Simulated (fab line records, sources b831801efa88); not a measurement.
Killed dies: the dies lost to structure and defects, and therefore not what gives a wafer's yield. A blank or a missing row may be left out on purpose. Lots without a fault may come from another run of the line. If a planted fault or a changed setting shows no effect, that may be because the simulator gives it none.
The same fault as seen by 2 desks + flow gf180mcu + numbers are kept per desk, each desk with only its own; the story behind them comes last

METROLOGY DESK
What the gauges read for every lot (on any tool): the sampled wafers with a number, averaged. If a lot's mean is further than 4 standard deviations from the usual mean, the lot is out of limits and carries the mark OUT (the distance appears in the brackets).
Columns: A = MVPSD_RS at GF_VT_IMPLANT_RS_MEAS_49, usual 1168 ohm/sq
| lot  | first seen here | A               |
|------|-----------------|-----------------|
| L228 | day 8 01:53     | 1168            |
| L229 | day 8 11:08     | 1171            |
| L230 | day 8 14:00     | 1169            |
| L231 | day 8 23:46     | 1164            |
| L232 | day 9 07:24     | 1171            |
| L233 | day 9 10:38     | 1164            |
| L234 | day 9 20:11     | 1166            |
| L236 | day 10 05:09    | 1142 (-7.9) OUT |
| L242 | day 12 05:08    | 1168            |
| L246 | day 13 07:10    | 1173            |
| L247 | day 13 09:37    | 1169            |
| L248 | day 13 16:19    | 1164            |
| L249 | day 14 01:05    | 1169            |
This desk reports L236 out of limits; the earliest was L236 at day 10 05:09 (MVPSD_RS at GF_VT_IMPLANT_RS_MEAS_49). L228, L229, L230, L231, L232, L233, L234, L242, L246, L247, L248, L249: within limits.

THE TOOL OWNER'S DESK: implanter-01
The tool's own readings at GF_MVPSD_IMPLANT_08: means of the sampled wafers that have a number, for each lot that ran on this tool. If a lot's mean is further than 4 standard deviations from the usual mean, the lot is out of limits and carries the mark OUT (the distance appears in the brackets).
Columns: A = dose-ions-cm2 at GF_MVPSD_IMPLANT_08, usual 1.5001e+13
| lot  | first seen here | A                    |
|------|-----------------|----------------------|
| L228 | day 5 11:44     | 1.5011e+13           |
| L229 | day 5 19:41     | 1.5017e+13           |
| L231 | day 6 06:40     | 1.4999e+13           |
| L233 | day 6 15:23     | 1.5015e+13           |
| L234 | day 6 23:41     | 1.5010e+13           |
| L236 | day 7 08:41     | 1.5590e+13 (+35) OUT |
This desk's finding: out of limits on L236; first on L236, day 7 08:41 (dose-ions-cm2 at GF_MVPSD_IMPLANT_08). L228, L229, L231, L233, L234: within limits.

BROUGHT TOGETHER
The tool owner's desk could have raised an alarm at day 7 08:41, on L236.
An alarm was possible from the metrology desk at day 10 05:09, on L236.
The lots listed all ran GF_MVPSD_IMPLANT_08 on implanter-01.

WHAT HAD BEEN PUT IN BY THE SIMULATOR
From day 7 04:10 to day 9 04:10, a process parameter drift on implanter-01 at GF_MVPSD_IMPLANT_08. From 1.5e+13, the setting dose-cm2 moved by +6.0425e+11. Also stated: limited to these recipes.
Lots struck among those shown: L236.
Fault start to first reading out of limits, in hours, per desk: tool owner, 5; metrology, 73.
